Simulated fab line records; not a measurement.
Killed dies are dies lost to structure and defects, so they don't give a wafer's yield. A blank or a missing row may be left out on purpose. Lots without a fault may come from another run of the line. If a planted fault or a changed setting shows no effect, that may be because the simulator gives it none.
Struck lot and sound lot, side by side | flow sky130 | 16 steps out of a route of 708
Sound: these wafers, L451.2, L451.3, L451.5. Struck: wafers L457.1, L457.5. (L457.6 of the same lot was not struck and is left out.) The cause comes at the end.
Each step with rows lists, per side, the tool, then ch with its chambers, then its first start. Under that, the readings that differ: sound wafers | struck wafers | difference of the means | sigmas: that difference in standard deviations of wafers without a fault.
alike: readings with means less than 2 such deviations apart, plus words and numbers identical on both sides. not compared: withheld readings, readings lacking a value on some wafer, bounds such as >300 that could conceal the same value, and numbers that have no deviation in the record and whose values overlap.
Wherever a step has rows on one side only, a row that says differs or no value, or a row with sigmas, the two part there. When numbers do not overlap yet have no deviation, they are printed without sigmas and do not part them. Lack of a reading on every wafer of one side parts them only where that side has two or more wafers.

first, 1 step without rows for these wafers: SKY_FIELD_ISO_CVD_03 (deposits Si3N4 from DCS/NH3, target thk 165 nm, time 2830 s).
SKY_FIELD_ISO_THK_MEAS_04:
  sound: filmMetro-04 at day 2 00:25; struck: filmMetro-03 at day 3 06:21
  alike: FIELD_ISO_CVD_03_THK
then, 8 steps without rows for these wafers: SKY_FIELD_ISO_DEHYDRATE_05 (time 60 s); SKY_FIELD_ISO_HMDS_06 (prime time 60 s); SKY_FIELD_ISO_COAT_07 (resist thk 60 nm); SKY_FIELD_ISO_COAT_08 (resist thk 450 nm); SKY_FIELD_ISO_SOFTBAKE_09 (time 90 s); SKY_FIELD_ISO_EXPOSE_10 (exposes mask FOM, target cd 150 nm); SKY_FIELD_ISO_PEB_11; SKY_FIELD_ISO_DEVELOP_12 (develop time 60 s).
SKY_FIELD_ISO_CD_MEAS_13: the cd target is 150 nm.
  sound: cdSem-01 at day 2 14:56; struck: cdSem-02 at day 3 22:19
  alike: cdNm
SKY_FIELD_ISO_ETCH_14: etches BARC in N2/H2, stops on SiO2, time 45.9 s, target depth 60 nm.
  sound on rieDiel-04 ch 0,1,3, day 2 15:02; struck on rieDiel-04 ch 3, day 3 22:26
  alike: drypumpMotorCurrentA, oesProductAu, throttleValvePct
  not compared: rfHoursCounterH
SKY_FIELD_ISO_ETCH_15: etches the open film in CHF3/O2, stops on Si, target depth 180 nm, time 72 s.
  sound on rieDiel-04 ch 0,1,3, day 2 15:04; struck on rieDiel-04 ch 3, day 3 22:28
reading                                         | sound           | struck      | difference | sigmas
model.KrF-thick_of_FIELD_ISO_COAT_08.thkNm (nm) | 239.2 234 232.1 | 121.6 122.6 | -113.0     | 
  alike: drypumpMotorCurrentA, oesProductAu, throttleValvePct
  not compared: rfHoursCounterH
SKY_FIELD_ISO_STRIP_16: strips in O2/N2.
  sound on plasmaAsher-01 ch 0,1, day 2 15:08; struck on plasmaAsher-01 ch 0, day 3 22:32
reading                  | sound             | struck      | difference | sigmas
oesProductAu (a.u.)      | 0.383 0.377 0.377 | 0.321 0.318 | -0.059     | -12
stripTimeToEndpointS (s) | 3.59 3.52 3.51    | 2.29 2.30   | -1.25      | -36
  alike: drypumpMotorCurrentA
  not compared: rfHoursCounterH
SKY_FIELD_ISO_ETCH_17: etches Si in HBr/Cl2/O2, target depth 342 nm, time 97.7 s.
  sound on rieSi-02 ch 1,3, day 2 15:14; struck on rieSi-02 ch 2, day 3 22:38
  alike: drypumpMotorCurrentA, oesProductAu, throttleValvePct
  not compared: rfHoursCounterH
-- the record jumps here: 44 days lie between the struck wafers' starts before and after (it left off in module FIELD_ISO and takes up again in module PAD_OPEN, whose first step shown is number 708 of the route) --
SKY_PAD_OPEN_PROBE_99:
  sound: prober-02 at day 46 10:13; struck: prober-02 at day 47 16:55
reading                               | sound                         | struck              | difference | sigmas
killed_at_M0_to_M3                    | 41 36 46                      | 59 53               | +15        | +2
model.etest.res_p_drift_20v.lineOhmUm | 1.106e+04 1.134e+04 1.054e+04 | 1.294e+04 1.306e+04 | +2.020e+03 | 
model.etest.res_p_drift_20v.rsOhmSq   | 9251 9618 8915                | 1.094e+04 1.102e+04 | +1.719e+03 | 
model.etest.pfet_16v.rOnOhmUm         | 1.501e+04 1.535e+04 1.465e+04 | 1.618e+04 1.61e+04  | +1.137e+03 | 
model.etest.resIsoPwell.rsOhmSq       | 3142 3337 2959                | 3852 3861           | +710       | 
model.etest.resIsoPwell.lineOhmUm     | 1170 1263 1133                | 1468 1473           | +282       | 
model.etest.pfet_16v.driveUaUm        | 251.2 250 254.3               | 237.5 237.2         | -14.5      | 
model.etest.fieldP.vtV (V)            | -40.23 -41.48 -38.84          | -43.73 -43.83       | -3.60      | 
  alike: killed_at_M4_up, killedAtContacts, killedAtFrontEnd, killedAtOther, killedDies, killedOpen, killedShort
  not compared: model.etest.capPolyToWell.cAfUm2

WHERE THEY PART
First at SKY_FIELD_ISO_STRIP_16; last, within this record, at SKY_PAD_OPEN_PROBE_99.

WHY: the cause the simulator had injected
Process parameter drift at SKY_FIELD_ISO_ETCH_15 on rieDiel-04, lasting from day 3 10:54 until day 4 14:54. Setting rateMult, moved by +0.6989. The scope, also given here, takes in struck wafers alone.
